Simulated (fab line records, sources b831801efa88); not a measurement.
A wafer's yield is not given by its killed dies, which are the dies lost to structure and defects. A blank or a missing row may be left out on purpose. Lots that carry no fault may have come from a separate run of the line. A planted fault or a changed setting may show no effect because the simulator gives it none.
fab line records | flow gf180mcu | part 1 of 2: steps 1 to 26 of 39
record: lots: 5 wafers: 15 last-day: 34
route steps=602 shown STI@15 DNWELL@32 NWELL@42
lots with no fault: from the same line, run without faults
start-h: hours from the record's first day to the start of the lot's first wafer shown | wait-h: hours elapsed since this lot's preceding step | " identical to the entry in the row above | L1.1+2: one row covering several wafers at once | - no value, or no start given | * or withheld: withheld | < > ~ a bound
route shown NAME@n: names a module that has steps shown in the file, with the first one's number in the route | usual: mean/standard deviation of fault-free wafers | same: alike in all rows | chamber/n: place in a boat | sites: each site's reading | _std_site: standard deviation across them | _edge_site: inner sites' mean taken away from outer sites' mean | radius-mm: for every site, how far away it sits from the centre of the wafer | mask NAME#n: copy n | behind: tool/chamber where the wafer was last shaped | hold: what put the lot on hold/how long, in hours/how the hold closed | device: the n, p or np transistor that did not switch | end of line: the tests these same wafers got at the end of their route | for a step that has no rows: nothing shown but its recipe | killed: not the wafer's yield, but the dies lost to structure and defects at the first sort | map: the dies of a wafer, with x for killed, . for not killed, _ for no die there
set.NAME: the setting that was run; set.NAME@STEP: the one run at that earlier step | model.NAME: the simulator's own value behind a step, which no gauge read
a table for each step, a row for each wafer; lots at some steps of the route
services: the hour from which a tool's chamber was out of use, counted from the record's first day as start-h (under 0 if before that day), plus the number of hours and why
== steps ==
step: GF_STI_ETCH_14
recipe: target: Si chemistry: HBr/Cl2/O2 target-depth-nm: 360 icp-w: 600 bias-w: 150 pressure-mtorr: 15 HBr_flow_sccm: 150 Cl2_flow_sccm: 40 O2_flow_sccm: 6 time-s: 102.9
usual: bias-w: 150.0/0.49 drypump-motor-current-A: 6.0/0.46 mfc-cl2-sccm: 40.00/0.13 oes-product-au: 0.999/0.011 throttle-valve-pct: 25.657/0.012
columns lot.wafer tool chamber start-h wait-h bias-w drypump-motor-current-A mfc-cl2-sccm oes-product-au rf-hours-counter-h throttle-valve-pct
L079.1 rie-si-01 3 52.35 0.0 150.2 6.1 39.87 1.010 115 25.654
L079.3 " 0 " " 150.0 5.6 40.08 0.990 1 25.665
L079.5 " 1 " " 149.8 6.7 40.15 1.019 - 25.656
L083.1 rie-si-02 2 71.41 0.0 149.7 5.9 39.90 0.996 24 25.658
L083.4 " 0 " " 150.4 6.7 39.84 0.989 1 25.663
L083.6 " 3 " " 150.4 5.5 39.94 0.995 - 25.650
L094.1 rie-si-02 2 129.09 0.0 148.9 5.9 40.10 1.010 24 25.649
L094.2 " 3 " " 150.5 5.5 40.23 0.999 2 25.649
L094.6 " 0 " " 149.5 6.8 40.02 1.010 - 25.652
L095.1 rie-si-02 0 134.96 0.0 150.3 6.8 40.25 1.006 2 25.661
L095.3 " 2 " " 150.1 5.9 39.99 1.016 25 25.658
L095.5 " 1 " " 150.2 5.8 40.03 1.016 - 25.620
L097.2 rie-si-02 1 145.84 0.0 149.8 5.9 39.98 1.004 131 25.647
L097.4 " 3 " " 150.1 5.5 40.12 1.004 2 25.652
L097.5 " 3 " " 149.9 5.5 40.03 0.995 - 25.654
step: GF_STI_STRIP_15
recipe: chemistry: O2/N2 power-w: 1400 pressure-mtorr: 1500 platen-temp-c: 250 o2-flow-sccm: 3000 n2-flow-sccm: 300 overash-fraction: 0.5
usual: drypump-motor-current-A: 5.79/0.22 heater-power-w: 315/27 oes-product-au: 0.384/0.0046 strip-time-to-endpoint-s: 3.71/0.051
columns lot.wafer tool chamber start-h wait-h drypump-motor-current-A heater-power-w oes-product-au rf-hours-counter-h strip-time-to-endpoint-s
L079.1 plasma-asher-03 0 52.43 0.0 5.69 331 0.379 40 3.66
L079.3 " 0 " " 5.69 317 0.381 - 3.74
L079.5 " 0 " " 5.69 333 0.383 - 3.73
L083.1 plasma-asher-02 0 71.48 0.0 6.18 325 0.378 40 3.64
L083.4 " 1 " " 5.86 257 0.383 - 3.76
L083.6 " 0 " " 6.16 346 0.381 - 3.72
L094.1 plasma-asher-02 1 129.16 0.0 5.86 252 0.383 1 3.69
L094.2 " 0 " " 6.15 324 0.388 1 3.73
L094.6 " 0 " " 6.18 328 0.394 - 3.68
L095.1 plasma-asher-03 1 135.03 0.0 5.90 342 0.387 48 3.74
L095.3 " 1 " " 5.89 336 0.381 - 3.71
L095.5 " 0 " " 5.68 328 0.386 - 3.69
L097.2 plasma-asher-04 0 145.91 0.0 5.72 304 0.382 34 3.65
L097.4 " 0 " " 5.74 313 0.387 - 3.72
L097.5 " 0 " " 5.72 320 0.392 - 3.70
step: GF_STI_CLEAN_16
recipe: chemistry: dHF time-s: 25 dilution: 100:1
columns lot.wafer tool chamber start-h wait-h
L079.1+3+5 wet-bench-04 3 52.53 0.1
L083.1+4+6 wet-bench-02 3 71.61 0.1
L094.1+2+6 wet-bench-02 1 129.26 0.1
L095.1+3+5 wet-bench-02 2 135.13 0.1
L097.2+4+5 wet-bench-04 1 146.01 0.1
step: GF_STI_WET_ETCH_17
recipe: chemistry: H3PO4 target-depth-nm: 45 temp-c: 160 target: Si3N4 time-s: 514
usual: bath-guard-temp-C: 160.1/0.74 bath-heat-duty-pct: 26.7/2.9
columns lot.wafer tool chamber start-h wait-h bath-guard-temp-C bath-heat-duty-pct
L079.1 wet-bench-02 2 52.54 0.0 158.7 24.6
L079.3 " 2 " " 159.5 25.2
L079.5 " 2 " " 159.3 23.1
L083.1 wet-bench-02 1 71.63 0.0 159.4 28.0
L083.4 " 1 " " 159.6 27.0
L083.6 " 1 " " 159.6 29.7
L094.1 wet-bench-04 0 129.28 0.0 158.9 29.5
L094.2 " 0 " " 158.9 32.3
L094.6 " 0 " " 158.7 29.4
L095.1 wet-bench-01 3 135.14 0.0 160.6 28.0
L095.3 " 3 " " 161.0 27.1
L095.5 " 3 " " 160.6 26.6
L097.2 wet-bench-01 0 146.04 0.0 160.4 22.1
L097.4 " 0 " " 160.6 22.3
L097.5 " 0 " " 160.1 23.5
step: GF_STI_CLEAN_18
recipe: chemistry: SC1/SC2 mix: 1:4:20 temp-c: 70 time-s: 150
usual: bath-guard-temp-C: 70.0/0.61 bath-heat-duty-pct: 13.6/1.4
columns lot.wafer tool chamber start-h wait-h bath-guard-temp-C bath-heat-duty-pct
L079.1 wet-bench-04 3 52.71 0.0 70.2 11.7
L079.3 " 3 " " 70.3 12.8
L079.5 " 3 " " 70.0 12.8
L083.1 wet-bench-02 2 71.78 0.0 69.0 12.8
L083.4 " 2 " " 69.4 12.8
L083.6 " 2 " " 69.1 12.0
L094.1 wet-bench-02 1 129.44 0.0 69.7 13.1
L094.2 " 1 " " 69.7 13.9
L094.6 " 1 " " 69.5 13.4
L095.1 wet-bench-04 0 135.30 0.0 69.0 15.4
L095.3 " 0 " " 69.1 15.0
L095.5 " 0 " " 69.1 15.1
L097.2 wet-bench-02 0 146.19 0.0 70.6 15.6
L097.4 " 0 " " 70.5 15.8
L097.5 " 0 " " 70.6 14.5
step: GF_STI_CLEAN_19
recipe: chemistry: dHF time-s: 20 dilution: 100:1
columns lot.wafer tool chamber start-h wait-h
L079.1+3+5 wet-bench-02 1 52.76 0.0
L083.1+4+6 wet-bench-04 3 71.86 0.0
L094.1+2+6 wet-bench-01 3 129.49 0.0
L095.1+3+5 wet-bench-02 2 135.35 0.0
L097.2+4+5 wet-bench-04 1 146.24 0.0
step: GF_STI_WET_ETCH_20
recipe: chemistry: dHF dilution: 100:1 target-depth-nm: 20 temp-c: 25 dry: ipa-marangoni target: SiO2 time-s: 400
usual: bath-heat-duty-pct: 6.2/0.71
columns lot.wafer tool chamber start-h wait-h bath-heat-duty-pct
L079.1 wet-bench-04 3 52.77 0.0 5.5
L079.3 " 3 " " 5.8
L079.5 " 3 " " 6.0
L083.1 wet-bench-04 2 71.87 0.0 6.4
L083.4 " 2 " " 6.4
L083.6 " 2 " " 6.4
L094.1 wet-bench-04 1 129.51 0.0 6.9
L094.2 " 1 " " 7.3
L094.6 " 1 " " 6.7
L095.1 wet-bench-01 3 135.36 0.0 7.4
L095.3 " 3 " " 7.1
L095.5 " 3 " " 6.4
L097.2 wet-bench-01 0 146.27 0.0 5.6
L097.4 " 0 " " 5.2
L097.5 " 0 " " 5.4
step: GF_STI_OXIDATION_21
recipe: temp-c: 1000 ambient: O2 stabilise-s: 600 purge-s: 300 target-thk-a: 150 ox-time-s: 458
usual: tube-center-temp-C: 1000/0.094 zone-power-upper-pct: 20.9/1.2
columns lot.wafer tool chamber start-h wait-h tube-center-temp-C zone-power-upper-pct
L079.1 furnace-02 0 52.89 0.0 1000.1 20.0
L079.3 " 0 " " 999.87 19.9
L079.5 " 0 " " 999.94 19.7
L083.1 furnace-01 0 71.99 0.0 1000 22.1
L083.4 " 0 " " 999.78 22.1
L083.6 " 0 " " 999.9 22.3
L094.1 furnace-02 0 129.64 0.0 1000 19.7
L094.2 " 0 " " 999.97 19.8
L094.6 " 0 " " 999.95 19.8
L095.1 furnace-01 0 137.60 2.1 999.98 22.7
L095.3 " 0 " " 999.95 22.2
L095.5 " 0 " " 1000 21.8
L097.2 furnace-02 0 146.39 0.0 1000 19.5
L097.4 " 0 " " 1000 19.6
L097.5 " 0 " " 999.97 19.8
step: GF_STI_THK_MEAS_22
recipe: reads: SiO2_of_STI_OXIDATION_21
usual: STI_OXIDATION_01_THK: 14.88/0.23
columns lot.wafer tool chamber start-h wait-h STI_OXIDATION_01_THK[nm]
L079.1 film-metro-03 - 54.02 0.0 14.60
L079.3 " - " " 14.77
L079.5 " - " " 14.71
L083.1 film-metro-04 - 73.12 0.0 14.70
L083.4 " - " " 14.84
L083.6 " - " " 14.74
L094.1 film-metro-04 - 130.77 0.0 14.79
L094.2 " - " " 14.94
L094.6 " - " " 15.14
L095.1 film-metro-01 - 138.73 0.0 14.52
L095.3 " - " " 14.37
L095.5 " - " " 14.56
L097.2 film-metro-01 - 147.53 0.0 15.23
L097.4 " - " " 15.26
L097.5 " - " " 15.10
step: GF_STI_CVD_23
recipe: material: SiO2 target-thk-nm: 650 sigma-open-frac: 0.3 time-s: 108.3 temp-c: 600 sih4-flow-sccm: 60 pressure-mtorr: 6
columns lot.wafer tool chamber start-h wait-h
L079.1+3+5 hdpcvd-01 2,0,0 54.08 0.1
L083.1+4+6 hdpcvd-01 2,2,1 73.18 0.1
L094.1+2+6 hdpcvd-02 2,0,2 130.83 0.1
L095.1+3+5 hdpcvd-02 0,2,2 138.79 0.1
L097.2+4+5 hdpcvd-01 1,2,0 147.58 0.0
step: GF_STI_THK_MEAS_24
recipe: reads: SiO2_of_STI_CVD_23
usual: STI_CVD_23_THK: 651/6.5
columns lot.wafer tool chamber start-h wait-h STI_CVD_23_THK[nm]
L079.1 film-metro-03 - 54.15 0.0 653
L079.3 " - " " 650
L079.5 " - " " 642
L083.1 film-metro-03 - 73.25 0.0 651
L083.4 " - " " 649
L083.6 " - " " 648
L094.1 film-metro-03 - 130.90 0.0 649
L094.2 " - " " 659
L094.6 " - " " 654
L095.1 film-metro-03 - 138.86 0.0 657
L095.3 " - " " 647
L095.5 " - " " 645
L097.2 film-metro-03 - 147.67 0.0 643
L097.4 " - " " 649
L097.5 " - " " 640
step: GF_STI_CMP_25
recipe: stop-on: Si3N4 t-overpolish-s: 33 down-force-psi: 4 platen-rpm: 60 target-thk-nm: 524.6 pad-velocity-m-s: 0.94248
usual: motor-current-A: 11.1/0.86 overpolish-run-s: 33.000/0.0097 time-to-endpoint-s: 123/4.9
columns lot.wafer tool chamber start-h wait-h motor-current-A overpolish-run-s time-to-endpoint-s
L079.3 cmp-01 0 54.31 0.1 10.0 33.005 116
L079.1 " 1 " " 11.7 33.004 125
L079.5 " 2 " " 10.6 33.008 125
L083.1 cmp-02 0 73.34 0.1 12.9 32.998 124
L083.4 " 2 " " 11.7 33.003 123
L083.6 " 1 " " 11.0 32.995 121
L094.1 cmp-01 3 131.01 0.1 10.8 33.010 126
L094.2 " 1 " " 11.5 32.989 130
L094.6 " 3 " " 10.7 32.989 129
L095.3 cmp-01 3 138.97 0.1 10.5 33.006 126
L095.1 " 0 " " 9.6 33.003 125
L095.5 " 2 " " 10.6 32.995 128
L097.2 cmp-01 0 147.72 0.0 9.8 32.997 118
L097.4 " 1 " " 12.9 32.995 130
L097.5 " 0 " " 9.4 32.995 117
step: GF_STI_WET_ETCH_26
recipe: chemistry: dHF target-depth-nm: 94 target: SiO2 temp-c: 25 dilution: 10:1 time-s: 188
usual: bath-heat-duty-pct: 6.2/0.73
columns lot.wafer tool chamber start-h wait-h bath-heat-duty-pct
L079.1 wet-bench-02 0 54.51 0.1 6.0
L079.3 " 0 " " 6.7
L079.5 " 0 " " 7.0
L083.1 wet-bench-04 3 73.64 0.2 5.3
L083.4 " 3 " " 5.2
L083.6 " 3 " " 5.5
L094.1 wet-bench-04 1 131.26 0.2 7.1
L094.2 " 1 " " 6.9
L094.6 " 1 " " 7.0
L095.1 wet-bench-04 0 139.22 0.1 8.1
L095.3 " 0 " " 6.9
L095.5 " 0 " " 6.4
L097.2 wet-bench-02 2 148.02 0.2 5.9
L097.4 " 2 " " 5.2
L097.5 " 2 " " 6.7
step: GF_STI_WET_ETCH_27
recipe: chemistry: H3PO4 target-depth-nm: 160 target: Si3N4 temp-c: 160 time-s: 1825
usual: bath-guard-temp-C: 160.0/0.73 bath-heat-duty-pct: 26.3/2.5
columns lot.wafer tool chamber start-h wait-h bath-guard-temp-C bath-heat-duty-pct
L079.1 wet-bench-04 0 54.58 0.0 159.2 27.4
L079.3 " 0 " " 159.1 29.0
L079.5 " 0 " " 159.1 27.6
L083.1 wet-bench-02 0 73.70 0.0 160.5 28.3
L083.4 " 0 " " 160.4 26.4
L083.6 " 0 " " 160.8 26.7
L094.1 wet-bench-01 2 131.33 0.0 159.6 24.8
L094.2 " 2 " " 159.5 24.8
L094.6 " 2 " " 159.1 24.1
L095.1 wet-bench-01 0 139.28 0.0 160.1 20.7
L095.3 " 0 " " 160.7 23.5
L095.5 " 0 " " 160.5 22.3
L097.2 wet-bench-04 1 148.08 0.0 161.0 28.4
L097.4 " 1 " " 161.2 27.9
L097.5 " 1 " " 161.2 29.5
step: GF_STI_WET_ETCH_28
recipe: chemistry: dHF target-depth-nm: 20 dry: ipa-marangoni target: SiO2 temp-c: 25 dilution: 10:1 time-s: 40
usual: bath-heat-duty-pct: 6.4/0.82
columns lot.wafer tool chamber start-h wait-h bath-heat-duty-pct
L079.1 wet-bench-02 3 55.10 0.0 7.1
L079.3 " 3 " " 6.2
L079.5 " 3 " " 5.8
L083.1 wet-bench-04 3 74.27 0.0 5.3
L083.4 " 3 " " 5.7
L083.6 " 3 " " 5.3
L094.1 wet-bench-02 0 131.84 0.0 7.0
L094.2 " 0 " " 6.8
L094.6 " 0 " " 6.7
L095.1 wet-bench-02 1 139.80 0.0 6.2
L095.3 " 1 " " 5.5
L095.5 " 1 " " 7.0
L097.2 wet-bench-04 1 149.20 0.0 7.3
L097.4 " 1 " " 6.6
L097.5 " 1 " " 7.5
step: GF_STI_OXIDATION_29
recipe: temp-c: 893.4 ambient: O2 stabilise-s: 600 purge-s: 300 target-thk-a: 100 ox-time-s: 1418
usual: tube-center-temp-C: 893.41/0.088 zone-power-upper-pct: 16.4/0.95
columns lot.wafer tool chamber start-h wait-h tube-center-temp-C zone-power-upper-pct
L079.1 furnace-01 0 55.12 0.0 893.32 17.3
L079.3 " 0 " " 893.38 17.2
L079.5 " 0 " " 893.47 17.5
L083.1 furnace-02 0 74.29 0.0 893.54 15.4
L083.4 " 0 " " 893.41 15.3
L083.6 " 0 " " 893.39 15.7
L094.1 furnace-02 0 132.16 0.3 893.26 15.2
L094.2 " 0 " " 893.3 15.6
L094.6 " 0 " " 893.39 15.3
L095.1 furnace-02 0 140.99 1.2 893.38 15.5
L095.3 " 0 " " 893.39 15.5
L095.5 " 0 " " 893.32 15.6
L097.2 furnace-01 0 149.35 0.1 893.43 17.3
L097.4 " 0 " " 893.38 17.6
L097.5 " 0 " " 893.45 17.1
step: GF_STI_THK_MEAS_30
recipe: reads: SiO2_of_STI_OXIDATION_29
usual: STI_OXIDATION_02_THK: 9.17/0.22
columns lot.wafer tool chamber start-h wait-h STI_OXIDATION_02_THK[nm]
L079.1 film-metro-01 - 56.51 0.0 9.10
L079.3 " - " " 9.24
L079.5 " - " " 8.84
L083.1 film-metro-04 - 75.68 0.0 9.53
L083.4 " - " " 9.48
L083.6 " - " " 9.39
L094.1 film-metro-04 - 133.55 0.0 9.61
L094.2 " - " " 9.60
L094.6 " - " " 9.45
L095.1 film-metro-03 - 142.39 0.0 9.43
L095.3 " - " " 9.57
L095.5 " - " " 9.58
L097.2 film-metro-04 - 150.76 0.0 8.86
L097.4 " - " " 8.87
L097.5 " - " " 8.80
step: GF_DNWELL_DEHYDRATE_00
recipe: temp-c: 200 time-s: 60
columns lot.wafer tool chamber start-h wait-h
L079.1+3+5 litho-track-04 0 62.19 5.7
L083.1+4+6 litho-track-04 0 82.39 6.7
L094.1+2+6 litho-track-01 0 140.14 6.6
L095.1+3+5 litho-track-02 0 149.20 6.8
L097.2+4+5 litho-track-04 0 157.91 7.1
step: GF_DNWELL_HMDS_01
recipe: prime-time-s: 60 prime-temp-c: 120
columns lot.wafer tool chamber start-h wait-h
L079.1+3+5 litho-track-04 0 62.34 0.1
L083.1+4+6 litho-track-04 0 82.54 0.1
L094.1+2+6 litho-track-01 0 140.29 0.1
L095.1+3+5 litho-track-02 0 149.35 0.1
L097.2+4+5 litho-track-04 0 158.06 0.1
step: GF_DNWELL_COAT_02
recipe: spin-rpm: 2000 resist-thk-nm: 3000
usual: dispense-pressure-kPa: 53/5.1
columns lot.wafer tool chamber start-h wait-h dispense-pressure-kPa
L079.1 litho-track-04 0 62.49 0.1 57
L079.3 " 0 " " 57
L079.5 " 0 " " 57
L083.1 litho-track-04 0 82.69 0.1 57
L083.4 " 0 " " 57
L083.6 " 0 " " 57
L094.1 litho-track-01 0 140.44 0.1 49
L094.2 " 0 " " 49
L094.6 " 0 " " 49
L095.1 litho-track-02 0 149.50 0.1 45
L095.3 " 0 " " 45
L095.5 " 0 " " 45
L097.2 litho-track-04 0 158.21 0.1 57
L097.4 " 0 " " 57
L097.5 " 0 " " 57
step: GF_DNWELL_SOFTBAKE_03
recipe: temp-c: 110 time-s: withheld
columns lot.wafer tool chamber start-h wait-h
L079.1+3+5 litho-track-04 0 62.64 0.1
L083.1+4+6 litho-track-04 0 82.84 0.1
L094.1+2+6 litho-track-01 0 140.59 0.1
L095.1+3+5 litho-track-02 0 149.65 0.1
L097.2+4+5 litho-track-04 0 158.37 0.1
step: GF_DNWELL_EXPOSE_04
recipe: mask-id: DNWELL target-cd-nm: 1700 na: 0.6 source-shape: conventional sigma-outer: 0.6 dose-mj: 260
usual: stage-vel-mm-s: 500.02/0.26
columns lot.wafer tool chamber start-h wait-h mask stage-vel-mm-s
L079.1 iline-stepper-01 0 - - DNWELL#0 499.85
L079.3 " 0 " " DNWELL#0 500.10
L079.5 " 0 " " DNWELL#0 499.60
L083.1 iline-stepper-01 0 - - DNWELL#0 499.85
L083.4 " 0 " " DNWELL#0 499.52
L083.6 " 0 " " DNWELL#0 499.26
L094.1 iline-stepper-01 0 - - DNWELL#0 500.02
L094.2 " 0 " " DNWELL#0 500.25
L094.6 " 0 " " DNWELL#0 499.70
L095.1 iline-stepper-01 0 - - DNWELL#0 500.23
L095.3 " 0 " " DNWELL#0 500.08
L095.5 " 0 " " DNWELL#0 500.35
L097.2 iline-stepper-02 0 - - DNWELL#0 500.41
L097.4 " 0 " " DNWELL#0 499.95
L097.5 " 0 " " DNWELL#0 500.19
step: GF_DNWELL_PEB_05
recipe: temp-c: 115 time-s: withheld
columns lot.wafer tool chamber start-h wait-h
L079.1+3+5 litho-track-01 0 - -
L083.1+4+6 litho-track-01 0 - -
L094.1+2+6 litho-track-02 0 - -
L095.1+3+5 litho-track-01 0 - -
L097.2+4+5 litho-track-01 0 - -
step: GF_DNWELL_DEVELOP_06
recipe: wall-angle-deg: 90 develop-time-s: 60 dev-temp-c: 23
columns lot.wafer tool chamber start-h wait-h
L079.1+3+5 litho-track-01 0 - -
L083.1+4+6 litho-track-01 0 - -
L094.1+2+6 litho-track-02 0 - -
L095.1+3+5 litho-track-01 0 - -
L097.2+4+5 litho-track-01 0 - -
step: GF_DNWELL_IMPLANT_07
recipe: species: P energy-kev: 1500 dose-cm2: 1e+13 tilt-deg: 0
columns lot.wafer tool chamber start-h wait-h
L079.1+3+5 implanter-03 0 69.39 -
L083.1+4+6 implanter-01 0 89.64 -
L094.1+2+6 implanter-01 0 148.50 -
L095.1+3+5 implanter-04 0 157.09 -
L097.2+4+5 implanter-03 0 166.56 -
step: GF_DNWELL_STRIP_08
recipe: chemistry: O2/N2 power-w: 1400 pressure-mtorr: 1500 platen-temp-c: 250 o2-flow-sccm: 3000 n2-flow-sccm: 300 overash-fraction: 0.5
usual: drypump-motor-current-A: 5.71/0.27 heater-power-w: 311/29 oes-product-au: 0.722/0.0042 strip-time-to-endpoint-s: 36.87/0.12
columns lot.wafer tool chamber start-h wait-h drypump-motor-current-A heater-power-w oes-product-au rf-hours-counter-h strip-time-to-endpoint-s
L079.1 plasma-asher-02 0 69.54 0.1 6.18 327 0.726 40 36.69
L079.3 " 1 " " 5.85 263 0.728 - 36.83
L079.5 " 1 " " 5.85 263 0.717 - 36.66
L083.1 plasma-asher-04 1 89.79 0.1 5.39 292 0.724 28 36.93
L083.4 " 0 " " 5.75 321 0.716 - 36.94
L083.6 " 1 " " 5.42 292 0.713 - 36.95
L094.1 plasma-asher-02 0 148.65 0.1 6.17 323 0.724 3 37.06
L094.2 " 1 " " 5.84 254 0.721 3 37.13
L094.6 " 0 " " 6.16 329 0.721 - 37.09
L095.1 plasma-asher-04 0 157.24 0.1 5.76 312 0.726 35 36.99
L095.3 " 0 " " 5.75 315 0.728 - 36.84
L095.5 " 0 " " 5.77 317 0.719 - 36.88
L097.2 plasma-asher-04 0 166.69 0.1 5.77 309 0.724 36 36.96
L097.4 " 0 " " 5.78 308 0.728 - 36.99
L097.5 " 1 " " 5.39 301 0.719 - 37.03
